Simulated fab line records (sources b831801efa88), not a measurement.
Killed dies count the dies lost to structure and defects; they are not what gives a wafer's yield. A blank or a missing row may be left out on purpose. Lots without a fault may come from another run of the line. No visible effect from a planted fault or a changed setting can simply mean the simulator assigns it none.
fab line records	flow sky130
record lots=13	wafers=39	last_day=50
route steps=708 shown PWDE@52 NWELL@77 PAD_OPEN@708
lots that met no fault: from a run of the same line without faults
start_h: hours from the record's opening day to when the first of the lot's shown wafers began	wait_h: hours elapsed since this lot's preceding step	" same as the row above	L1.1+2: a row that stands for several wafers	- value missing, or start not given	* or withheld: withheld	< > ~ a bound
route shown NAME@n: NAME is a module with steps in the file, n the number in the route of the first one	usual: mean/standard deviation taken from wafers without a fault	same: alike in all rows	chamber/n: place in a boat	sites: each site's reading	_std_site: standard deviation across them	_edge_site: the outer-site mean with the inner-site mean subtracted	radius_mm: how far each site lies from the wafer's centre	mask NAME#n: copy n	behind: the most recent tool/chamber to have shaped the wafer	hold: what put the lot on hold/how long, in hours/how the hold closed	device: the n, p or np transistor that did not switch	end of line: tests of these same wafers at the route's end	a step given without rows: its recipe and nothing more	killed: count of dies lost to structure and defects at first sort (not the wafer's yield)	map: a wafer's dies, x killed, . not, _ none there
set.NAME: setting as actually run; set.NAME@STEP: the setting as run at that earlier step	model.NAME: the simulator's own value behind a step, which no gauge read
route steps across a sampled set of lots; one table per step, one row per wafer
services: the hour from which a tool's chamber was out of use, counted from the record's first day as start_h (under 0 if before that day), plus the number of hours and why
## steps
# step SKY_PWDE_OVL_MEAS_07
# usual PWDE_OVL=0.0/1.1
lot.wafer	tool	chamber	start_h	wait_h	PWDE_OVL[nm]
L770.1	overlay-01	-	68.60	-	1.9
L770.2	"	-	"	"	1.9
L770.6	"	-	"	"	1.1
L771.1	overlay-02	-	77.43	-	0.8
L771.2	"	-	"	"	-0.3
L771.6	"	-	"	"	1.2
L772.4	overlay-01	-	91.01	-	-1.2
L772.5	"	-	"	"	0.2
L772.6	"	-	"	"	-0.3
L775.1	overlay-02	-	99.59	-	-2.7
L775.4	"	-	"	"	-1.4
L775.6	"	-	"	"	-1.2
L778.1	overlay-02	-	120.00	-	0.9
L778.2	"	-	"	"	0.5
L778.5	"	-	"	"	-1.0
L782.2	overlay-02	-	137.99	-	0.2
L782.3	"	-	"	"	1.6
L782.6	"	-	"	"	1.1
L785.3	overlay-02	-	159.24	-	0.6
L785.4	"	-	"	"	1.1
L785.6	"	-	"	"	0.9
L786.2	overlay-02	-	165.49	-	0.6
L786.4	"	-	"	"	0.3
L786.5	"	-	"	"	-1.6
L787.2	overlay-01	-	172.45	-	1.8
L787.3	"	-	"	"	1.4
L787.5	"	-	"	"	0.3
L788.1	overlay-02	-	177.63	-	-0.4
L788.2	"	-	"	"	-0.7
L788.6	"	-	"	"	-0.7
L789.3	overlay-01	-	180.71	-	0.8
L789.4	"	-	"	"	1.2
L789.6	"	-	"	"	-0.1
L790.1	overlay-01	-	188.34	-	-2.4
L790.3	"	-	"	"	-0.6
L790.6	"	-	"	"	0.1
L792.1	overlay-02	-	197.89	-	1.3
L792.2	"	-	"	"	0.0
L792.3	"	-	"	"	-0.5
# step SKY_NWELL_IMPLANT_24
# recipe species=B	energy_kev=140	dose_cm2=9.2e+12	tilt_deg=withheld
# usual dose_ions_cm2=9.2e+12/8.9e+09	end_station_pressure_torr=5.05e-06/2.8e-07	faraday_current_uA=52.0/0.98
lot.wafer	tool	chamber	start_h	wait_h	dose_ions_cm2	end_station_pressure_torr	faraday_current_uA
L770.1	implanter-02	0	103.82	0.0	9.19e+12	5.43e-06	50.7
L770.2	"	0	"	"	9.201e+12	5.04e-06	51.3
L770.6	"	0	"	"	9.208e+12	5.01e-06	52.6
L771.1	implanter-03	0	113.67	0.0	9.202e+12	4.44e-06	51.4
L771.2	"	0	"	"	9.209e+12	4.94e-06	51.7
L771.6	"	0	"	"	9.216e+12	4.88e-06	52.2
L772.4	implanter-02	0	129.45	0.1	9.194e+12	4.76e-06	51.7
L772.5	"	0	"	"	9.197e+12	4.89e-06	51.1
L772.6	"	0	"	"	9.202e+12	4.45e-06	53.5
L775.1	implanter-02	0	137.82	0.0	9.212e+12	5.28e-06	51.9
L775.4	"	0	"	"	9.184e+12	4.8e-06	54.1
L775.6	"	0	"	"	9.201e+12	5.17e-06	51.5
L778.1	implanter-02	0	158.09	0.0	9.203e+12	5.34e-06	53.9
L778.2	"	0	"	"	9.203e+12	4.63e-06	52.4
L778.5	"	0	"	"	9.212e+12	4.91e-06	51.6
L782.2	implanter-01	0	179.15	0.0	9.196e+12	5.58e-06	53.2
L782.3	"	0	"	"	9.19e+12	5.62e-06	51.8
L782.6	"	0	"	"	9.192e+12	4.45e-06	53.5
L785.3	implanter-02	0	201.02	0.1	4.2711e+13	5.47e-06	242.3
L785.4	"	0	"	"	4.2704e+13	5.45e-06	242.9
L785.6	"	0	"	"	4.2711e+13	5.33e-06	239.8
L786.2	implanter-03	0	208.06	0.0	9.192e+12	5.36e-06	54.0
L786.4	"	0	"	"	9.198e+12	4.65e-06	52.2
L786.5	"	0	"	"	9.195e+12	5.18e-06	52.3
L787.2	implanter-02	0	215.80	0.0	4.2705e+13	5.47e-06	235.4
L787.3	"	0	"	"	4.2709e+13	5.43e-06	247.2
L787.5	"	0	"	"	4.2712e+13	5.03e-06	237.7
L788.1	implanter-02	0	221.17	0.0	4.2706e+13	5.2e-06	244.1
L788.2	"	0	"	"	4.2697e+13	5.3e-06	235.2
L788.6	"	0	"	"	4.2702e+13	5.09e-06	239.4
L789.3	implanter-03	0	225.09	0.1	9.214e+12	4.8e-06	52.3
L789.4	"	0	"	"	9.222e+12	4.67e-06	51.9
L789.6	"	0	"	"	9.221e+12	5.77e-06	51.7
L790.1	implanter-03	0	233.02	0.0	9.206e+12	4.54e-06	52.8
L790.3	"	0	"	"	9.202e+12	5.39e-06	53.5
L790.6	"	0	"	"	9.199e+12	4.76e-06	52.0
L792.1	implanter-03	0	243.52	0.0	9.2e+12	5.01e-06	53.3
L792.2	"	0	"	"	9.186e+12	4.62e-06	50.8
L792.3	"	0	"	"	9.201e+12	5.41e-06	51.7
# step SKY_NWELL_TW_MEAS_26
# usual NWELL_2_TW=492/4.8
lot.wafer	tool	chamber	start_h	wait_h	NWELL_2_TW
L770.1	film_metro-04	-	104.07	0.1	495
L770.2	"	-	"	"	497
L770.6	"	-	"	"	497
L771.1	film_metro-04	-	113.92	0.1	497
L771.2	"	-	"	"	496
L771.6	"	-	"	"	499
L772.4	film_metro-03	-	129.65	0.1	485
L772.5	"	-	"	"	488
L772.6	"	-	"	"	484
L775.1	film_metro-03	-	138.07	0.1	487
L775.4	"	-	"	"	486
L775.6	"	-	"	"	484
L778.1	film_metro-03	-	158.34	0.1	489
L778.2	"	-	"	"	490
L778.5	"	-	"	"	493
L782.2	film_metro-04	-	179.38	0.1	496
L782.3	"	-	"	"	494
L782.6	"	-	"	"	496
L785.3	film_metro-01	-	201.24	0.1	797
L785.4	"	-	"	"	801
L785.6	"	-	"	"	796
L786.2	film_metro-01	-	208.30	0.1	490
L786.4	"	-	"	"	488
L786.5	"	-	"	"	488
L787.2	film_metro-04	-	216.03	0.1	806
L787.3	"	-	"	"	806
L787.5	"	-	"	"	803
L788.1	film_metro-03	-	221.42	0.1	794
L788.2	"	-	"	"	787
L788.6	"	-	"	"	792
L789.3	film_metro-03	-	225.30	0.1	487
L789.4	"	-	"	"	488
L789.6	"	-	"	"	488
L790.1	film_metro-01	-	233.27	0.1	496
L790.3	"	-	"	"	493
L790.6	"	-	"	"	493
L792.1	film_metro-04	-	243.77	0.1	498
L792.2	"	-	"	"	495
L792.3	"	-	"	"	496
# step SKY_NWELL_RTA_28
# recipe temp_c=1050	time_s=30	idle_temp_c=650	ramp_up_c_per_s=150	ramp_down_c_per_s=90	ambient=N2
# usual lamp_power_pct=25.31/0.055	wafer_temp_C_max=1054.8/0.97
lot.wafer	tool	chamber	start_h	wait_h	lamp_power_pct	wafer_temp_C_max
L770.1	rtp_anneal-01	0	104.18	0.0	25.30	1055.0
L770.2	"	0	"	"	25.29	1054.0
L770.6	"	0	"	"	25.29	1053.4
L771.1	rtp_anneal-01	0	114.03	0.0	25.29	1053.7
L771.2	"	0	"	"	25.27	1056.6
L771.6	"	0	"	"	25.30	1054.0
L772.4	rtp_anneal-01	0	129.78	0.1	25.31	1054.1
L772.5	"	0	"	"	25.33	1056.2
L772.6	"	0	"	"	25.23	1054.9
L775.1	rtp_anneal-02	0	138.18	0.0	25.36	1055.1
L775.4	"	0	"	"	25.29	1054.6
L775.6	"	0	"	"	25.26	1054.6
L778.1	rtp_anneal-01	0	158.45	0.0	25.40	1053.6
L778.2	"	0	"	"	25.28	1053.2
L778.5	"	0	"	"	25.33	1053.6
L782.2	rtp_anneal-01	0	179.50	0.0	25.29	1054.8
L782.3	"	0	"	"	25.38	1054.2
L782.6	"	0	"	"	25.32	1055.7
L785.3	rtp_anneal-01	0	201.36	0.0	25.32	1053.8
L785.4	"	0	"	"	25.29	1054.2
L785.6	"	0	"	"	25.24	1055.9
L786.2	rtp_anneal-02	0	208.41	0.0	25.40	1054.2
L786.4	"	0	"	"	25.35	1054.7
L786.5	"	0	"	"	25.33	1056.1
L787.2	rtp_anneal-01	0	216.22	0.0	25.27	1055.9
L787.3	"	0	"	"	25.24	1056.2
L787.5	"	0	"	"	25.45	1057.0
L788.1	rtp_anneal-01	0	221.58	0.0	25.30	1055.4
L788.2	"	0	"	"	25.35	1054.9
L788.6	"	0	"	"	25.23	1053.0
L789.3	rtp_anneal-02	0	225.47	0.1	25.33	1054.2
L789.4	"	0	"	"	25.43	1054.8
L789.6	"	0	"	"	25.34	1054.8
L790.1	rtp_anneal-02	0	233.38	0.0	25.28	1054.8
L790.3	"	0	"	"	25.27	1054.2
L790.6	"	0	"	"	25.29	1055.1
L792.1	rtp_anneal-02	0	243.88	0.0	25.31	1053.3
L792.2	"	0	"	"	25.31	1055.9
L792.3	"	0	"	"	25.21	1055.1
# step SKY_NWELL_RS_MEAS_29
# recipe thk_meas_gauge=four-point-probe
# usual NWELL_RS=624.4/1.7
lot.wafer	tool	chamber	start_h	wait_h	NWELL_RS[ohm/sq]
L770.1	film_metro-03	-	104.28	0.1	623.9
L770.2	"	-	"	"	626.0
L770.6	"	-	"	"	626.7
L771.1	film_metro-01	-	114.13	0.1	623.6
L771.2	"	-	"	"	621.5
L771.6	"	-	"	"	622.5
L772.4	film_metro-04	-	129.89	0.1	623.4
L772.5	"	-	"	"	622.6
L772.6	"	-	"	"	622.0
L775.1	film_metro-01	-	138.28	0.1	623.3
L775.4	"	-	"	"	625.1
L775.6	"	-	"	"	623.4
L778.1	film_metro-01	-	158.55	0.1	623.7
L778.2	"	-	"	"	622.6
L778.5	"	-	"	"	622.9
L782.2	film_metro-01	-	179.60	0.1	623.8
L782.3	"	-	"	"	624.6
L782.6	"	-	"	"	626.5
L785.3	film_metro-01	-	201.47	0.1	622.3
L785.4	"	-	"	"	620.7
L785.6	"	-	"	"	623.8
L786.2	film_metro-03	-	208.52	0.1	626.2
L786.4	"	-	"	"	626.5
L786.5	"	-	"	"	626.3
L787.2	film_metro-01	-	216.40	0.2	622.9
L787.3	"	-	"	"	624.1
L787.5	"	-	"	"	620.2
L788.1	film_metro-03	-	221.68	0.1	628.8
L788.2	"	-	"	"	628.4
L788.6	"	-	"	"	628.8
L789.3	film_metro-03	-	225.64	0.1	623.2
L789.4	"	-	"	"	624.9
L789.6	"	-	"	"	624.8
L790.1	film_metro-04	-	233.48	0.1	622.2
L790.3	"	-	"	"	622.7
L790.6	"	-	"	"	622.8
L792.1	film_metro-01	-	243.98	0.1	623.9
L792.2	"	-	"	"	624.0
L792.3	"	-	"	"	625.1
# step SKY_PAD_OPEN_PROBE_99
# usual killed_at_M0_to_M3=43/7.8	killed_at_M4_up=3.2/1.9	killed_at_contacts=24/5	killed_at_front_end=14/4.5	killed_at_other=0.2/0.41	killed_dies=84/9.6	killed_on_rim=17/3.8	killed_open=47/6.9	killed_short=38/6
# same gross_dies=492	killed_at_back_side=0
lot.wafer	tool	chamber	start_h	wait_h	killed_at_M0_to_M3	killed_at_M4_up	killed_at_contacts	killed_at_front_end	killed_at_other	killed_dies	killed_on_rim	killed_open	killed_short
L770.1	prober-02	-	1076.21	0.1	50	5	16	12	0	83	16	48	34
L770.2	prober-02	-	1076.26	0.1	52	4	19	10	1	86	19	51	35
L770.6	prober-02	-	1076.46	0.2	48	2	19	15	0	84	16	48	36
L771.1	prober-01	-	1080.30	0.1	41	1	25	12	0	79	17	44	35
L771.2	prober-01	-	1080.35	0.1	45	6	26	9	0	86	20	50	36
L771.6	prober-01	-	1080.55	0.2	41	5	23	14	0	83	16	48	35
L772.4	prober-01	-	1105.37	0.2	54	3	18	19	0	94	24	47	47
L772.5	prober-01	-	1105.42	0.2	32	9	31	12	0	84	18	49	35
L772.6	prober-01	-	1105.47	0.2	39	6	18	19	0	82	12	52	30
L775.1	prober-01	-	1110.21	0.1	28	3	24	21	0	76	10	43	33
L775.4	prober-01	-	1110.36	0.2	43	3	26	13	0	85	26	48	37
L775.6	prober-01	-	1110.46	0.2	32	0	33	14	1	80	16	51	29
L778.1	prober-02	-	1132.10	0.1	54	2	34	16	0	106	22	58	48
L778.2	prober-02	-	1132.15	0.1	47	3	42	18	0	110	18	57	53
L778.5	prober-02	-	1132.30	0.2	56	2	28	13	0	99	21	52	47
L782.2	prober-02	-	1155.75	0.1	40	4	20	19	0	83	15	45	38
L782.3	prober-02	-	1155.80	0.2	24	4	20	10	0	58	7	35	23
L782.6	prober-02	-	1155.95	0.2	53	3	21	12	0	89	14	54	35
L785.3	prober-01	-	1175.12	0.2	33	1	18	10	0	62	16	28	34
L785.4	prober-01	-	1175.17	0.2	36	5	19	14	0	74	16	41	33
L785.6	prober-01	-	1175.27	0.2	38	2	22	15	1	78	13	42	36
L786.2	prober-02	-	1177.99	0.1	51	8	20	24	0	103	26	56	47
L786.4	prober-02	-	1178.09	0.2	43	0	14	10	0	67	15	34	33
L786.5	prober-02	-	1178.14	0.2	46	2	13	8	0	69	10	43	26
L787.2	prober-01	-	1180.15	0.1	36	1	26	14	0	77	19	41	36
L787.3	prober-01	-	1180.20	0.2	40	4	21	18	0	83	23	48	35
L787.5	prober-01	-	1180.30	0.2	38	2	24	10	1	75	17	40	35
L788.1	prober-02	-	1186.50	0.1	50	3	15	15	0	83	19	46	37
L788.2	prober-02	-	1186.55	0.1	47	2	32	14	0	95	22	55	40
L788.6	prober-02	-	1186.75	0.2	43	2	18	11	0	74	17	41	33
L789.3	prober-01	-	1187.77	0.2	42	2	20	21	0	85	10	54	31
L789.4	prober-01	-	1187.82	0.2	36	2	26	11	0	75	20	36	39
L789.6	prober-01	-	1187.92	0.2	37	2	22	14	0	75	19	36	39
L790.1	prober-02	-	1190.24	0.1	34	7	27	9	0	77	13	37	40
L790.3	prober-02	-	1190.34	0.2	32	5	25	16	0	78	15	47	31
L790.6	prober-02	-	1190.49	0.2	33	1	29	9	0	72	17	36	36
L792.1	prober-01	-	1196.36	0.1	47	4	27	15	0	93	13	54	39
L792.2	prober-01	-	1196.41	0.1	40	1	22	8	0	71	14	47	24
L792.3	prober-01	-	1196.46	0.2	39	5	30	16	0	90	19	54	36
# killed by level:class
L770.1 VIA1:geometric_particle:open=9 VIA3:geometric_particle:open=9 METAL1:geometric_particle:short=8 VIA2:geometric_particle:open=8 CONTACT:geometric_particle:open=7 LI_CONTACT:geometric_particle:open=4 VIA3:geometric_particle:short=4 METAL4:geometric_particle:short=4
L770.2 VIA1:geometric_particle:open=14 VIA3:geometric_particle:open=11 CONTACT:geometric_particle:open=8 VIA1:geometric_particle:short=7 METAL3:geometric_particle:short=5 VIA2:geometric_particle:short=5 LOCAL_INTERCONNECT:geometric_particle:short=4 FIELD_ISO:geometric_particle:open=3
L770.6 VIA1:geometric_particle:open=11 CONTACT:geometric_particle:open=10 VIA3:geometric_particle:open=9 VIA2:geometric_particle:open=6 VIA1:geometric_particle:short=6 VIA2:geometric_particle:short=5 METAL2:geometric_particle:short=4 POLY_GATE:geometric_particle:short=4
L771.1 VIA3:geometric_particle:open=10 CONTACT:geometric_particle:short=9 VIA2:geometric_particle:open=8 VIA1:geometric_particle:open=8 CONTACT:geometric_particle:open=7 LI_CONTACT:geometric_particle:open=6 METAL2:geometric_particle:short=4 METAL3:geometric_particle:short=4
L771.2 CONTACT:geometric_particle:open=11 VIA1:geometric_particle:open=9 LI_CONTACT:geometric_particle:open=7 METAL1:geometric_particle:short=7 VIA3:geometric_particle:open=7 METAL2:geometric_particle:short=6 VIA2:geometric_particle:open=6 VIA3:geometric_particle:short=5
L771.6 CONTACT:geometric_particle:open=9 VIA1:geometric_particle:open=8 LI_CONTACT:geometric_particle:open=7 VIA2:geometric_particle:open=7 METAL2:geometric_particle:short=7 CONTACT:geometric_particle:short=5 VIA3:geometric_particle:open=5 FIELD_ISO:geometric_particle:short=3
L772.4 VIA1:geometric_particle:short=10 VIA2:geometric_particle:open=9 VIA1:geometric_particle:open=9 METAL1:geometric_particle:short=7 FIELD_ISO:geometric_particle:open=5 POLY_GATE:geometric_particle:short=5 LI_CONTACT:geometric_particle:short=5 CONTACT:geometric_particle:open=5
L772.5 CONTACT:geometric_particle:open=10 LI_CONTACT:geometric_particle:open=9 VIA1:geometric_particle:open=8 METAL4:geometric_particle:short=8 METAL2:geometric_particle:short=7 FIELD_ISO:geometric_particle:short=4 LOCAL_INTERCONNECT:geometric_particle:short=4 CONTACT:geometric_particle:short=4
L772.6 CONTACT:geometric_particle:open=10 VIA1:geometric_particle:open=9 VIA2:geometric_particle:open=8 FIELD_ISO:geometric_particle:open=6 METAL2:geometric_particle:short=6 POLY_GATE:geometric_particle:open=4 VIA3:geometric_particle:open=4 POLY_GATE:geometric_particle:short=3
L775.1 POLY_GATE:geometric_particle:open=9 CONTACT:geometric_particle:open=9 METAL2:geometric_particle:short=8 LOCAL_INTERCONNECT:geometric_particle:short=5 VIA1:geometric_particle:open=5 FIELD_ISO:geometric_particle:open=4 LI_CONTACT:geometric_particle:open=4 CONTACT:geometric_particle:short=3
L775.4 CONTACT:geometric_particle:open=11 METAL2:geometric_particle:short=7 VIA1:geometric_particle:open=7 VIA2:geometric_particle:short=6 VIA2:geometric_particle:open=5 VIA3:geometric_particle:open=5 CONTACT:geometric_particle:short=4 LI_CONTACT:geometric_particle:open=4
L775.6 VIA1:geometric_particle:open=11 CONTACT:geometric_particle:open=10 LI_CONTACT:geometric_particle:open=8 VIA3:geometric_particle:open=7 CONTACT:geometric_particle:short=6 FIELD_ISO:geometric_particle:open=4 POLY_GATE:geometric_particle:short=4 LOCAL_INTERCONNECT:geometric_particle:short=4
L778.1 CONTACT:geometric_particle:open=16 VIA1:geometric_particle:open=14 METAL1:geometric_particle:short=7 FIELD_ISO:geometric_particle:short=6 VIA3:geometric_particle:open=6 LI_CONTACT:geometric_particle:open=6 METAL3:geometric_particle:short=6 FIELD_ISO:geometric_particle:open=5
L778.2 CONTACT:geometric_particle:open=13 LI_CONTACT:geometric_particle:open=9 VIA1:geometric_particle:open=8 METAL2:geometric_particle:short=7 VIA3:geometric_particle:short=6 LOCAL_INTERCONNECT:geometric_particle:short=6 CONTACT:geometric_particle:short=6 VIA2:geometric_particle:open=6
L778.5 VIA1:geometric_particle:open=12 VIA3:geometric_particle:open=11 CONTACT:geometric_particle:short=8 CONTACT:geometric_particle:open=8 VIA2:geometric_particle:short=7 LOCAL_INTERCONNECT:geometric_particle:short=6 METAL3:geometric_particle:short=5 VIA2:geometric_particle:open=5
L782.2 VIA1:geometric_particle:open=11 CONTACT:geometric_particle:open=7 FIELD_ISO:geometric_particle:open=6 VIA2:geometric_particle:open=6 POLY_GATE:geometric_particle:short=5 LI_CONTACT:geometric_particle:open=5 VIA3:geometric_particle:open=5 VIA1:geometric_particle:short=4
L782.3 VIA1:geometric_particle:open=10 LI_CONTACT:geometric_particle:open=7 CONTACT:geometric_particle:open=7 FIELD_ISO:geometric_particle:short=5 METAL4:geometric_particle:short=4 VIA2:geometric_particle:open=3 LI_CONTACT:geometric_particle:short=3 VIA3:geometric_particle:open=3
L782.6 VIA2:geometric_particle:open=12 METAL1:geometric_particle:short=10 VIA1:geometric_particle:open=10 VIA3:geometric_particle:open=9 CONTACT:geometric_particle:open=7 CONTACT:geometric_particle:short=6 FIELD_ISO:geometric_particle:open=4 LI_CONTACT:geometric_particle:open=3
L785.3 METAL1:geometric_particle:short=8 LI_CONTACT:geometric_particle:open=7 VIA1:geometric_particle:open=4 LI_CONTACT:geometric_particle:short=4 VIA3:geometric_particle:open=4 LOCAL_INTERCONNECT:geometric_particle:short=3 CONTACT:geometric_particle:open=3 METAL1:geometric_particle:open=3
L785.4 CONTACT:geometric_particle:open=8 VIA1:geometric_particle:open=8 FIELD_ISO:geometric_particle:short=4 LI_CONTACT:geometric_particle:open=4 METAL2:geometric_particle:short=4 VIA3:geometric_particle:open=4 FIELD_ISO:geometric_particle:open=3 POLY_GATE:geometric_particle:open=3
L785.6 LI_CONTACT:geometric_particle:open=9 METAL1:geometric_particle:short=8 CONTACT:geometric_particle:open=7 VIA3:geometric_particle:open=7 METAL2:geometric_particle:short=6 VIA1:geometric_particle:open=6 FIELD_ISO:geometric_particle:short=5 FIELD_ISO:geometric_particle:open=3
L786.2 VIA1:geometric_particle:open=14 VIA2:geometric_particle:open=11 CONTACT:geometric_particle:open=8 POLY_GATE:geometric_particle:short=7 POLY_GATE:geometric_particle:open=6 VIA3:geometric_particle:open=6 LOCAL_INTERCONNECT:geometric_particle:short=6 METAL1:geometric_particle:short=5
L786.4 METAL2:geometric_particle:short=11 VIA1:geometric_particle:open=9 VIA2:geometric_particle:open=8 CONTACT:geometric_particle:open=4 VIA3:geometric_particle:short=4 FIELD_ISO:geometric_particle:open=3 LI_CONTACT:geometric_particle:open=3 CONTACT:geometric_particle:short=3
L786.5 VIA1:geometric_particle:open=20 CONTACT:geometric_particle:open=7 VIA1:geometric_particle:short=5 VIA2:geometric_particle:open=4 FIELD_ISO:geometric_particle:open=3 LOCAL_INTERCONNECT:geometric_particle:short=3 METAL1:geometric_particle:short=3 VIA2:geometric_particle:short=3
L787.2 VIA3:geometric_particle:open=9 LI_CONTACT:geometric_particle:short=8 VIA1:geometric_particle:open=8 LI_CONTACT:geometric_particle:open=7 FIELD_ISO:geometric_particle:open=6 VIA1:geometric_particle:short=5 VIA2:geometric_particle:open=4 CONTACT:geometric_particle:short=4
L787.3 VIA1:geometric_particle:open=11 CONTACT:geometric_particle:open=8 CONTACT:geometric_particle:short=8 VIA3:geometric_particle:open=5 METAL2:geometric_particle:short=5 METAL1:geometric_particle:short=4 VIA1:geometric_particle:short=4 VIA2:geometric_particle:open=4
L787.5 VIA1:geometric_particle:open=10 CONTACT:geometric_particle:open=8 CONTACT:geometric_particle:short=6 VIA3:geometric_particle:open=6 VIA2:geometric_particle:open=5 VIA3:geometric_particle:short=5 LOCAL_INTERCONNECT:geometric_particle:short=4 FIELD_ISO:geometric_particle:short=4
L788.1 VIA1:geometric_particle:open=12 METAL1:geometric_particle:short=8 METAL2:geometric_particle:short=8 VIA3:geometric_particle:open=6 FIELD_ISO:geometric_particle:open=5 LI_CONTACT:geometric_particle:open=5 CONTACT:geometric_particle:open=5 POLY_GATE:geometric_particle:open=4
L788.2 VIA1:geometric_particle:open=13 CONTACT:geometric_particle:open=12 CONTACT:geometric_particle:short=8 VIA3:geometric_particle:open=7 VIA2:geometric_particle:open=6 VIA1:geometric_particle:short=6 METAL3:geometric_particle:short=5 LI_CONTACT:geometric_particle:open=5
L788.6 VIA1:geometric_particle:open=9 LI_CONTACT:geometric_particle:open=8 METAL1:geometric_particle:short=7 VIA2:geometric_particle:open=6 CONTACT:geometric_particle:open=5 VIA3:geometric_particle:short=5 FIELD_ISO:geometric_particle:open=4 VIA1:geometric_particle:short=4
L789.3 VIA1:geometric_particle:open=11 CONTACT:geometric_particle:open=8 VIA3:geometric_particle:open=8 METAL1:geometric_particle:short=7 FIELD_ISO:geometric_particle:open=6 LI_CONTACT:geometric_particle:open=6 POLY_GATE:geometric_particle:short=5 VIA2:geometric_particle:open=5
L789.4 CONTACT:geometric_particle:open=9 VIA2:geometric_particle:open=7 LOCAL_INTERCONNECT:geometric_particle:short=6 CONTACT:geometric_particle:short=5 LI_CONTACT:geometric_particle:open=5 METAL2:geometric_particle:short=5 VIA1:geometric_particle:short=5 VIA1:geometric_particle:open=5
L789.6 VIA1:geometric_particle:open=9 LI_CONTACT:geometric_particle:open=7 CONTACT:geometric_particle:open=5 VIA1:geometric_particle:short=5 FIELD_ISO:geometric_particle:short=4 LOCAL_INTERCONNECT:geometric_particle:short=4 METAL1:geometric_particle:short=4 METAL2:geometric_particle:short=4
L790.1 CONTACT:geometric_particle:open=8 VIA1:geometric_particle:open=6 CONTACT:geometric_particle:short=6 LI_CONTACT:geometric_particle:open=5 METAL4:geometric_particle:short=5 VIA1:geometric_particle:short=5 METAL2:geometric_particle:short=5 FIELD_ISO:geometric_particle:short=3
L790.3 CONTACT:geometric_particle:open=11 VIA2:geometric_particle:open=10 LI_CONTACT:geometric_particle:open=6 VIA1:geometric_particle:open=6 LOCAL_INTERCONNECT:geometric_particle:short=5 VIA3:geometric_particle:short=5 FIELD_ISO:geometric_particle:open=4 METAL2:geometric_particle:open=4
L790.6 CONTACT:geometric_particle:open=11 LOCAL_INTERCONNECT:geometric_particle:short=7 VIA1:geometric_particle:open=7 CONTACT:geometric_particle:short=5 VIA2:geometric_particle:open=5 VIA2:geometric_particle:short=3 POLY_GATE:geometric_particle:open=3 LI_CONTACT:geometric_particle:short=3
L792.1 VIA1:geometric_particle:open=9 CONTACT:geometric_particle:open=8 VIA2:geometric_particle:open=8 VIA3:geometric_particle:open=7 FIELD_ISO:geometric_particle:open=6 LI_CONTACT:geometric_particle:open=6 CONTACT:geometric_particle:short=5 METAL1:geometric_particle:short=5
L792.2 VIA1:geometric_particle:open=12 CONTACT:geometric_particle:open=7 LI_CONTACT:geometric_particle:open=6 METAL1:geometric_particle:short=6 VIA2:geometric_particle:open=6 VIA3:geometric_particle:open=4 CONTACT:geometric_particle:short=4 LOCAL_INTERCONNECT:geometric_particle:short=3
L792.3 VIA1:geometric_particle:open=12 CONTACT:geometric_particle:open=11 LI_CONTACT:geometric_particle:open=8 METAL1:geometric_particle:short=7 VIA1:geometric_particle:short=6 FIELD_ISO:geometric_particle:open=4 POLY_GATE:geometric_particle:open=4 LI_CONTACT:geometric_particle:short=4
## services
tool	chamber	start_h	hours	kind
implanter-03	-	135.41	1.5	repair
implanter-02	-	146.98	2.6	repair
implanter-02	-	196.83	1.4	repair
implanter-02	-	204.92	5.1	repair
implanter-02	-	210.03	4.8	pm
## key
first_sign step=SKY_NWELL_IMPLANT_24	reading=dose_ions_cm2	direction=up	sigmas=99+	usual=*	struck=*
effect step=SKY_NWELL_IMPLANT_24	reading=faraday_current_uA	direction=up	sigmas=99+	usual=52.0	struck=240.4
effect step=SKY_NWELL_TW_MEAS_26	reading=NWELL_2_TW	direction=up	sigmas=64	usual=492	struck=798
met_at SKY_NWELL_IMPLANT_24
struck_lots L785,L787,L788
tester_left_out L785,L787,L788
not_acting_at SKY_PWDE_OVL_MEAS_07,SKY_NWELL_RTA_28,SKY_NWELL_RS_MEAS_29
onset_between 158.09 201.02
fault kind=process_parameter_drift	tool=implanter-02	chamber=-	onset_h=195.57	steps=SKY_NWELL_IMPLANT_24	channel=dose_cm2	offset=*	shape=step	end_h=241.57	acts_in=*	stated=*
# tester_left_out: of these lots the tester's yield and bins aren't shown, on N5 and GAA mostly nor the transistor test; their killed dies are dies lost to structure and defects alone, not to doping, threshold or leakage, so they don't give the yield
